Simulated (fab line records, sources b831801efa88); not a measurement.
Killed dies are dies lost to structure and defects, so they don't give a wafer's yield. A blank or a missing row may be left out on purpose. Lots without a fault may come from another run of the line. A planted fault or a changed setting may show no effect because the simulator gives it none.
fab line records | flow sky130
record lots=6 wafers=18 last_day=49
route steps=708 shown METAL2@495 VIA2@507 PAD_OPEN@708
lots that met no fault: from a run of the same line without faults
start_h: hours from the record's first day to the start of the lot's first wafer shown | wait_h: hours since the lot's step before | " the same as in the row above | L1.1+2: a row that stands for several wafers | - no value, or no start given | * or withheld: withheld | < > ~ a bound
route shown NAME@n: a module of which the file shows steps, and the number in the route of the first | usual: mean/standard deviation of fault-free wafers | same: alike in all rows | chamber/n: place in a boat | sites: the reading at each site | _std_site: their standard deviation | _edge_site: outer sites' mean less inner sites' | radius_mm: how far each site lies from the wafer's centre | mask NAME#n: copy n | behind: the tool/chamber that last shaped the wafer | hold: why the lot was held/for how many hours/how that ended | device: the transistor (n, p or np) that didn't switch | end of line: the same wafers' tests at the end of the route | a step without rows: its recipe alone | killed: dies lost to structure and defects at the first sort, not the wafer's yield | map: a wafer's dies, x killed, . not, _ none there
set.NAME: the setting as run; set.NAME@STEP: as run at that earlier step | model.NAME: the simulator's own value behind a step, which no gauge read
lots at some steps of the route; a table a step, a row a wafer
services: from which hour (start_h, from the record's first day; less than 0 if before it) a tool's chamber was out of use, for how many hours, and why
## steps
# step SKY_METAL2_EXPOSE_12
# recipe mask_id=MM2 na=0.8 source_shape=annular sigma_inner=0.55 sigma_outer=0.85 target_cd_nm=140 dose_mj=28
# step SKY_METAL2_PEB_13
# recipe peb_temp_c=withheld peb_time_s=withheld resist=KrF-thick
# step SKY_METAL2_DEVELOP_14
# recipe develop_time_s=60 resist=KrF-thick dev_temp_c=21
# step SKY_METAL2_CD_MEAS_15
# recipe target_cd_nm=140
# usual cd_nm=140.0/1.6
# columns lot.wafer tool chamber start_h wait_h cd_nm
L128.2 cd_sem-02 - 846.29 - 142.3
L128.5 " - " " 143.3
L128.6 " - " " 141.8
L131.2 cd_sem-01 - 866.91 - 140.9
L131.4 " - " " 141.4
L131.5 " - " " 140.5
L133.1 cd_sem-02 - 879.71 - 139.0
L133.2 " - " " 138.0
L133.3 " - " " 136.6
L141.1 cd_sem-01 - 943.81 - 139.8
L141.2 " - " " 138.8
L141.4 " - " " 138.8
L144.1 cd_sem-02 - 958.34 - 137.6
L144.3 " - " " 137.8
L144.5 " - " " 136.3
L146.1 cd_sem-02 - 972.36 - 138.7
L146.3 " - " " 139.5
L146.4 " - " " 139.0
# step SKY_METAL2_OVL_MEAS_16
# usual METAL2_OVL=-1/6.7
# columns lot.wafer tool chamber start_h wait_h METAL2_OVL[nm]
L128.2 overlay-02 - 846.40 0.1 -3
L128.5 " - " " -6
L128.6 " - " " -1
L131.2 overlay-02 - 867.02 0.1 -5
L131.4 " - " " -7
L131.5 " - " " -4
L133.1 overlay-01 - 879.83 0.1 3
L133.2 " - " " 4
L133.3 " - " " 4
L141.1 overlay-01 - 943.93 0.1 12
L141.2 " - " " 10
L141.4 " - " " 4
L144.1 overlay-01 - 958.46 0.1 11
L144.3 " - " " 1
L144.5 " - " " 6
L146.1 overlay-01 - 972.48 0.1 -11
L146.3 " - " " -6
L146.4 " - " " -12
# step SKY_METAL2_DESCUM_17
# recipe chemistry=O2 source_power_w=150 bias_power_w=0 pressure_mtorr=10 temp_c=40 time_s=8
# usual drypump_motor_current_A=5.8/0.58 oes_product_au=1.001/0.0078
# columns lot.wafer tool chamber start_h wait_h drypump_motor_current_A oes_product_au rf_hours_counter_h
L128.2 rie_metal-02 1 846.43 0.0 5.0 1.021 6
L128.5 " 1 " " 5.0 1.002 -
L128.6 " 0 " " 5.2 0.990 -
L131.2 rie_metal-02 0 867.05 0.0 5.2 0.983 10
L131.4 " 0 " " 5.2 0.993 -
L131.5 " 1 " " 5.0 1.001 -
L133.1 rie_metal-03 1 879.87 0.0 5.9 0.997 6
L133.2 " 0 " " 6.2 0.999 4
L133.3 " 0 " " 6.2 0.996 -
L141.1 rie_metal-01 1 943.97 0.0 6.4 1.008 11
L141.2 " 0 " " 6.4 1.002 18
L141.4 " 0 " " 6.4 1.012 -
L144.1 rie_metal-02 1 958.50 0.0 5.0 1.006 11
L144.3 " 1 " " 5.0 1.000 -
L144.5 " 0 " " 5.2 0.987 -
L146.1 rie_metal-03 0 972.52 0.0 6.2 0.993 9
L146.3 " 0 " " 6.2 0.999 -
L146.4 " 1 " " 5.9 0.997 -
# step SKY_METAL2_ETCH_18
# recipe chemistry=N2/H2 target=BARC ion_energy_ev=200 bias_w=100 pressure_mtorr=30 n2_flow_sccm=100 h2_flow_sccm=200 icp_w=500 stop_on=SiO2 time_s=45.9 target_depth_a=600
# usual drypump_motor_current_A=5.8/0.58 oes_product_au=0.854/0.0049 throttle_valve_pct=13.225/0.0087
# columns lot.wafer tool chamber start_h wait_h drypump_motor_current_A oes_product_au rf_hours_counter_h throttle_valve_pct
L128.2 rie_metal-02 1 846.46 0.0 5.1 0.854 6 13.228
L128.5 " 1 " " 5.1 0.850 - 13.219
L128.6 " 0 " " 5.2 0.858 - 13.233
L131.2 rie_metal-02 0 867.08 0.0 5.2 0.851 10 13.222
L131.4 " 0 " " 5.2 0.858 - 13.220
L131.5 " 1 " " 5.0 0.856 - 13.219
L133.1 rie_metal-03 1 879.90 0.0 5.9 0.850 6 13.225
L133.2 " 0 " " 6.2 0.847 4 13.227
L133.3 " 0 " " 6.2 0.860 - 13.224
L141.1 rie_metal-01 1 944.00 0.0 6.5 0.851 11 13.234
L141.2 " 0 " " 6.4 0.848 18 13.222
L141.4 " 0 " " 6.4 0.853 - 13.219
L144.1 rie_metal-02 1 958.53 0.0 5.0 0.853 11 13.241
L144.3 " 1 " " 5.0 0.846 - 13.225
L144.5 " 0 " " 5.2 0.848 - 13.218
L146.1 rie_metal-03 0 972.55 0.0 6.2 0.860 9 13.221
L146.3 " 0 " " 6.2 0.856 - 13.231
L146.4 " 1 " " 5.9 0.850 - 13.235
# step SKY_METAL2_METAL_ETCH_19
# recipe target_depth_a=3600 stop_on=SiO2 over_etch_frac=0.3 time_s=78 chemistry=Cl2/BCl3 resist_sidewall_deg=88 pressure_mtorr=10 icp_w=900 bias_w=48.5 Cl2_flow_sccm=60 bcl3_flow_sccm=30
# usual drypump_motor_current_A=5.8/0.58 oes_product_au=0.855/0.0051 throttle_valve_pct=22.264/0.009
# columns lot.wafer tool chamber start_h wait_h drypump_motor_current_A oes_product_au rf_hours_counter_h throttle_valve_pct
L128.2 rie_metal-02 1 846.52 0.0 5.0 0.857 6 22.271
L128.5 " 1 " " 5.0 0.855 - 22.268
L128.6 " 0 " " 5.2 0.853 - 22.275
L131.2 rie_metal-02 0 867.14 0.0 5.2 0.853 10 22.267
L131.4 " 0 " " 5.2 0.854 - 22.261
L131.5 " 1 " " 5.0 0.853 - 22.247
L133.1 rie_metal-03 1 879.96 0.0 5.9 0.850 6 22.262
L133.2 " 0 " " 6.1 0.858 4 22.270
L133.3 " 0 " " 6.2 0.861 - 22.260
L141.1 rie_metal-01 1 944.06 0.0 6.4 0.852 11 22.269
L141.2 " 0 " " 6.4 0.859 18 22.252
L141.4 " 0 " " 6.4 0.850 - 22.262
L144.1 rie_metal-02 1 958.59 0.0 5.0 0.855 11 22.263
L144.3 " 1 " " 5.0 0.851 - 22.266
L144.5 " 0 " " 5.2 0.850 - 22.250
L146.1 rie_metal-03 0 972.61 0.0 6.2 0.858 9 22.276
L146.3 " 0 " " 6.2 0.865 - 22.274
L146.4 " 1 " " 5.9 0.860 - 22.270
# step SKY_METAL2_STRIP_20
# recipe chemistry=O2/N2 power_w=1400 pressure_mtorr=1500 platen_temp_c=withheld o2_flow_sccm=3000 n2_flow_sccm=300 overash_fraction=0.5
# usual drypump_motor_current_A=5.7/0.3 oes_product_au=0.343/0.0052 strip_time_to_endpoint_s=2.69/0.035
# columns lot.wafer tool chamber start_h wait_h drypump_motor_current_A oes_product_au rf_hours_counter_h strip_time_to_endpoint_s
L128.2 plasma_asher-02 0 846.61 0.1 5.2 0.339 12 2.68
L128.5 " 1 " " 6.1 0.349 - 2.67
L128.6 " 0 " " 5.2 0.342 - 2.75
L131.2 plasma_asher-02 0 867.23 0.1 5.2 0.337 14 2.70
L131.4 " 0 " " 5.2 0.347 - 2.70
L131.5 " 1 " " 6.1 0.345 - 2.65
L133.1 plasma_asher-03 0 880.05 0.1 5.7 0.344 99 2.69
L133.2 " 1 " " 5.7 0.345 99 2.70
L133.3 " 0 " " 5.6 0.340 - 2.68
L141.1 plasma_asher-02 1 944.15 0.1 6.1 0.342 22 2.68
L141.2 " 0 " " 5.2 0.340 22 2.66
L141.4 " 1 " " 6.1 0.335 - 2.66
L144.1 plasma_asher-02 1 958.68 0.1 6.1 0.335 24 2.61
L144.3 " 0 " " 5.3 0.342 - 2.63
L144.5 " 1 " " 6.1 0.341 - 2.70
L146.1 plasma_asher-03 1 972.70 0.1 5.7 0.332 109 2.71
L146.3 " 0 " " 5.6 0.345 - 2.71
L146.4 " 1 " " 5.7 0.346 - 2.71
# step SKY_METAL2_STRIP_21
# recipe chemistry=post_etch_residue_remover time_s=1200 temp_c=72.5
# step SKY_METAL2_CLEAN_22
# recipe chemistry=IPA time_s=180 temp_c=25
# step SKY_METAL2_CLEAN_23
# recipe chemistry=O3/DIW dry=n2_spin
# step SKY_VIA2_HDPCVD_00
# recipe material=SiO2 target_thk_nm=1180 sigma_open_frac=0.3 time_s=196.7 temp_c=400 sih4_flow_sccm=60 pressure_mtorr=6
# usual run_length_s=225.1/0.46
# columns lot.wafer tool chamber start_h wait_h run_length_s model.SiO2_of_VIA2_HDPCVD_00.thk_nm
L128.2 hdpcvd-02 2 847.21 0.0 225.3 1194
L128.5 " 2 " " 225.4 1216
L128.6 " 0 " " 224.9 1193
L131.2 hdpcvd-02 2 867.82 0.0 236.8 1259
L131.4 " 2 " " 237.3 1272
L131.5 " 1 " " 225.2 1200
L133.1 hdpcvd-02 0 880.64 0.0 224.5 1170
L133.2 " 1 " " 225.3 1183
L133.3 " 2 " " 236.4 1241
L141.1 hdpcvd-01 0 944.77 0.0 225.3 1186
L141.2 " 1 " " 224.5 1192
L141.4 " 1 " " 224.8 1190
L144.1 hdpcvd-01 1 959.31 0.0 224.6 1182
L144.3 " 0 " " 225.1 1184
L144.5 " 0 " " 225.9 1184
L146.1 hdpcvd-01 0 973.29 0.0 225.4 1194
L146.3 " 1 " " 224.4 1188
L146.4 " 0 " " 225.5 1177
# step SKY_VIA2_THK_MEAS_01
# recipe reads=SiO2_of_VIA2_HDPCVD_00
# usual VIA2_HDPCVD_THK=1185/9.3
# columns lot.wafer tool chamber start_h wait_h VIA2_HDPCVD_THK[nm]
L128.2 film_metro-02 - 847.34 0.1 1193
L128.5 " - " " 1215
L128.6 " - " " 1193
L131.2 film_metro-02 - 867.96 0.1 1257
L131.4 " - " " 1272
L131.5 " - " " 1201
L133.1 film_metro-02 - 880.77 0.1 1170
L133.2 " - " " 1182
L133.3 " - " " 1242
L141.1 film_metro-03 - 944.89 0.1 1187
L141.2 " - " " 1192
L141.4 " - " " 1191
L144.1 film_metro-01 - 959.44 0.1 1181
L144.3 " - " " 1184
L144.5 " - " " 1184
L146.1 film_metro-01 - 973.42 0.1 1193
L146.3 " - " " 1188
L146.4 " - " " 1177
# step SKY_VIA2_CMP_02
# recipe material=SiO2 down_force_psi=4 platen_rpm=60 pad_velocity_m_s=0.94248
# usual edge_zone_pressure_frac=1.000/0.0048 motor_current_A=11.8/1.1 platen_rpm=60.00/0.04
# columns lot.wafer tool chamber start_h wait_h edge_zone_pressure_frac motor_current_A platen_rpm
L128.2 cmp-01 2 847.83 0.5 0.997 10.7 59.95
L128.6 " 3 " " 0.996 11.1 59.98
L128.5 " 0 " " 1.002 11.4 60.03
L131.2 cmp-01 0 868.11 0.1 1.002 12.0 59.98
L131.4 " 1 " " 1.002 11.9 60.02
L131.5 " 2 " " 1.001 11.1 59.97
L133.2 cmp-02 2 880.83 0.0 1.006 12.5 60.07
L133.1 " 0 " " 1.010 13.4 60.06
L133.3 " 1 " " 1.005 12.3 59.97
L141.2 cmp-02 0 944.95 0.0 0.997 13.4 60.00
L141.1 " 1 " " 1.006 13.3 60.01
L141.4 " 3 " " 1.004 9.9 60.02
L144.3 cmp-01 0 959.50 0.0 1.003 11.4 59.97
L144.1 " 2 " " 0.996 11.4 60.02
L144.5 " 0 " " 1.005 11.3 59.99
L146.3 cmp-01 3 973.48 0.0 1.001 11.6 59.95
L146.4 " 0 " " 0.999 11.3 60.03
L146.1 " 1 " " 0.998 11.9 60.03
# step SKY_PAD_OPEN_PROBE_99
# usual defect_limited_yield=82.6/2.1 killed_at_M0_to_M3=44/7.5 killed_at_M4_up=3.1/1.7 killed_at_contacts=24/6.2 killed_at_front_end=15/4.2 killed_at_other=0.4/0.58 killed_dies=85/10 killed_open=47/7.7 killed_short=38/6.4 sort_bin_3_pad_short=0.8/0.41 sort_bin_5_function=10.3/1.7 sort_bin_6_memory=6.2/1.1 sort_n_pass=407/10 sort_yield_pct=82.6/2.1
# same gross_dies=492 killed_at_back_side=0 sort_bin_4_leakage[%]=0 sort_bin_8_speed[%]=0
# columns lot.wafer tool chamber start_h wait_h defect_limited_yield[%] killed_at_M0_to_M3 killed_at_M4_up killed_at_contacts killed_at_front_end killed_at_other killed_dies killed_open killed_short sort_bin_3_pad_short[%] sort_bin_5_function[%] sort_bin_6_memory[%] sort_n_pass sort_yield_pct[%]
L128.2 prober-02 - 1094.41 0.1 85.0 36 5 20 13 0 74 38 36 1.0 7.9 6.1 418 85.0
L128.5 prober-02 - 1094.56 0.2 86.0 39 2 19 9 0 69 35 34 1.2 7.5 5.3 423 86.0
L128.6 prober-02 - 1094.61 0.2 84.1 33 5 23 16 1 78 39 39 0.8 10.8 4.3 414 84.1
L131.2 prober-01 - 1108.28 0.1 83.3 49 3 21 9 0 82 54 28 0.8 9.1 6.7 410 83.3
L131.4 prober-01 - 1108.38 0.2 83.3 42 0 13 26 1 82 47 34 0.8 9.1 6.7 410 83.3
L131.5 prober-01 - 1108.43 0.2 82.9 44 6 22 10 2 84 39 43 2.0 9.1 5.9 408 82.9
L133.1 prober-02 - 1123.13 0.1 79.7 45 5 34 16 0 100 47 52 1.0 12.2 7.1 392 79.7
L133.2 prober-02 - 1123.18 0.1 84.1 46 1 19 11 1 78 35 43 0.4 10.0 5.5 414 84.1
L133.3 prober-02 - 1123.23 0.2 84.1 31 2 23 21 1 78 37 41 1.2 8.3 6.3 414 84.1
L144.1 prober-02 - 1178.08 0.1 85.6 39 1 18 13 0 71 38 33 0.2 10.0 4.3 421 85.6
L144.3 prober-02 - 1178.18 0.2 83.9 43 3 13 20 0 79 41 38 0.4 10.0 5.7 413 83.9
L144.5 prober-02 - 1178.28 0.2 83.7 41 2 25 12 0 80 49 31 0.4 11.0 4.9 412 83.7
L146.1 prober-02 - 1187.33 0.1 83.3 38 6 21 16 1 82 42 40 0.4 10.6 5.7 410 83.3
L146.3 prober-02 - 1187.43 0.2 85.6 34 4 21 11 1 71 34 37 1.0 9.3 4.1 421 85.6
L146.4 prober-02 - 1187.48 0.2 84.8 39 1 19 16 0 75 34 41 0.4 9.6 5.3 417 84.8
# killed by level:class
L128.2 LI_CONTACT:geometric_particle:open=7 VIA2:geometric_particle:open=7 CONTACT:geometric_particle:open=7 VIA1:geometric_particle:open=7 FIELD_ISO:geometric_particle:short=5 METAL1:geometric_particle:short=5 VIA2:geometric_particle:short=5 VIA3:geometric_particle:short=5
L128.5 CONTACT:geometric_particle:open=9 METAL1:geometric_particle:short=6 METAL2:geometric_particle:short=6 LI_CONTACT:geometric_particle:open=5 VIA1:geometric_particle:short=5 VIA2:geometric_particle:open=5 VIA3:geometric_particle:short=4 VIA1:geometric_particle:open=4
L128.6 CONTACT:geometric_particle:open=8 CONTACT:geometric_particle:short=7 VIA1:geometric_particle:open=6 VIA3:geometric_particle:open=6 FIELD_ISO:geometric_particle:open=5 METAL1:geometric_particle:short=4 METAL2:geometric_particle:short=4 METAL4:geometric_particle:short=4
L131.2 VIA1:geometric_particle:open=11 CONTACT:geometric_particle:open=9 METAL2:geometric_particle:short=8 VIA2:geometric_particle:open=8 VIA3:geometric_particle:open=6 LI_CONTACT:geometric_particle:open=5 METAL1:geometric_particle:open=4 VIA2:geometric_particle:short=4
L131.4 VIA1:geometric_particle:open=10 VIA2:geometric_particle:open=9 POLY_GATE:geometric_particle:open=7 FIELD_ISO:geometric_particle:open=6 LI_CONTACT:geometric_particle:open=6 METAL2:geometric_particle:short=6 METAL1:geometric_particle:short=5 FIELD_ISO:geometric_particle:short=4
L131.5 VIA1:geometric_particle:open=9 CONTACT:geometric_particle:short=8 LI_CONTACT:geometric_particle:open=7 VIA2:geometric_particle:open=7 METAL1:geometric_particle:short=6 FIELD_ISO:geometric_particle:short=5 VIA3:geometric_particle:open=5 CONTACT:geometric_particle:open=4
L133.1 METAL1:geometric_particle:short=10 LI_CONTACT:geometric_particle:open=9 CONTACT:geometric_particle:open=9 VIA1:geometric_particle:open=9 VIA3:geometric_particle:open=8 LI_CONTACT:geometric_particle:short=6 POLY_GATE:geometric_particle:short=5 CONTACT:geometric_particle:short=5
L133.2 METAL1:geometric_particle:short=13 CONTACT:geometric_particle:open=7 VIA1:geometric_particle:open=7 LOCAL_INTERCONNECT:geometric_particle:short=5 METAL2:geometric_particle:short=5 VIA2:geometric_particle:open=5 VIA3:geometric_particle:open=4 METAL3:geometric_particle:short=4
L133.3 LI_CONTACT:geometric_particle:open=7 CONTACT:geometric_particle:open=7 POLY_GATE:geometric_particle:short=6 VIA1:geometric_particle:open=6 FIELD_ISO:geometric_particle:short=5 FIELD_ISO:geometric_particle:open=5 VIA1:geometric_particle:short=5 METAL2:geometric_particle:short=5
L144.1 VIA1:geometric_particle:open=11 VIA2:geometric_particle:open=7 CONTACT:geometric_particle:open=5 METAL2:geometric_particle:short=5 CONTACT:geometric_particle:short=4 METAL1:geometric_particle:short=4 VIA1:geometric_particle:short=4 FIELD_ISO:geometric_particle:open=3
L144.3 VIA2:geometric_particle:open=11 VIA1:geometric_particle:open=10 FIELD_ISO:geometric_particle:open=6 FIELD_ISO:geometric_particle:short=5 METAL2:geometric_particle:short=5 METAL1:geometric_particle:short=4 CONTACT:geometric_particle:open=4 VIA1:geometric_particle:short=4
L144.5 VIA1:geometric_particle:open=16 CONTACT:geometric_particle:open=12 METAL2:geometric_particle:short=6 LI_CONTACT:geometric_particle:open=5 VIA2:geometric_particle:open=5 METAL1:geometric_particle:short=4 CONTACT:geometric_particle:short=4 FIELD_ISO:geometric_particle:open=3
L146.1 VIA1:geometric_particle:open=11 CONTACT:geometric_particle:open=8 FIELD_ISO:geometric_particle:open=6 METAL1:geometric_particle:short=5 VIA1:geometric_particle:short=5 METAL3:geometric_particle:short=5 FIELD_ISO:geometric_particle:short=4 LI_CONTACT:geometric_particle:open=4
L146.3 VIA1:geometric_particle:open=9 VIA3:geometric_particle:open=8 LI_CONTACT:geometric_particle:open=7 CONTACT:geometric_particle:short=6 METAL2:geometric_particle:short=5 METAL3:geometric_particle:short=4 FIELD_ISO:geometric_particle:short=3 VIA1:geometric_particle:short=3
L146.4 CONTACT:geometric_particle:open=10 METAL2:geometric_particle:short=7 VIA1:geometric_particle:open=7 VIA1:geometric_particle:short=7 POLY_GATE:geometric_particle:short=6 METAL1:geometric_particle:short=6 LI_CONTACT:geometric_particle:open=5 VIA3:geometric_particle:open=5
## services
# columns tool chamber start_h hours kind
hdpcvd-01 2 836.11 6.0 repair
cmp-02 - 844.74 3.4 pm
rie_metal-02 - 849.35 0.2 repair
cmp-02 - 852.67 2.3 repair
cmp-02 - 861.98 1.3 repair
cmp-01 - 873.83 3.1 repair
rie_metal-02 0 892.33 1.4 repair
rie_metal-01 - 902.07 1.4 pm
rie_metal-03 1 909.49 4.4 repair
hdpcvd-02 1 910.16 8.0 repair
cmp-02 - 912.14 4.0 pm
cmp-02 - 916.14 - consumable_replace:conditioner
cmp-02 - 916.14 - consumable_replace:pad
hdpcvd-02 - 950.25 15.0 pm
hdpcvd-02 0 950.25 15.0 vent_cycle
hdpcvd-02 1 950.25 15.0 vent_cycle
hdpcvd-02 2 950.25 15.0 vent_cycle
hdpcvd-02 0 965.25 - clean
hdpcvd-02 1 965.25 - clean
hdpcvd-02 2 965.25 - clean
hdpcvd-02 - 971.49 0.5 repair
cmp-02 - 973.11 12.0 pm
## key
first_sign step=SKY_VIA2_HDPCVD_00 reading=run_length_s direction=up sigmas=26 usual=* struck=*
effect step=SKY_VIA2_THK_MEAS_01 reading=VIA2_HDPCVD_THK direction=up sigmas=7.7 usual=1185 struck=1257
model_effect step=SKY_VIA2_HDPCVD_00 value=SiO2_of_VIA2_HDPCVD_00.thk_nm without=1188 struck=1257
met_at SKY_VIA2_HDPCVD_00
struck_wafers L131.2,L131.4,L133.3
onset_between 847.21 867.82
fault kind=process_parameter_drift tool=hdpcvd-02 chamber=2 onset_h=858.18 steps=SKY_VIA2_HDPCVD_00 channel=time_s offset=* shape=step end_h=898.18 acts_in=* stated=*
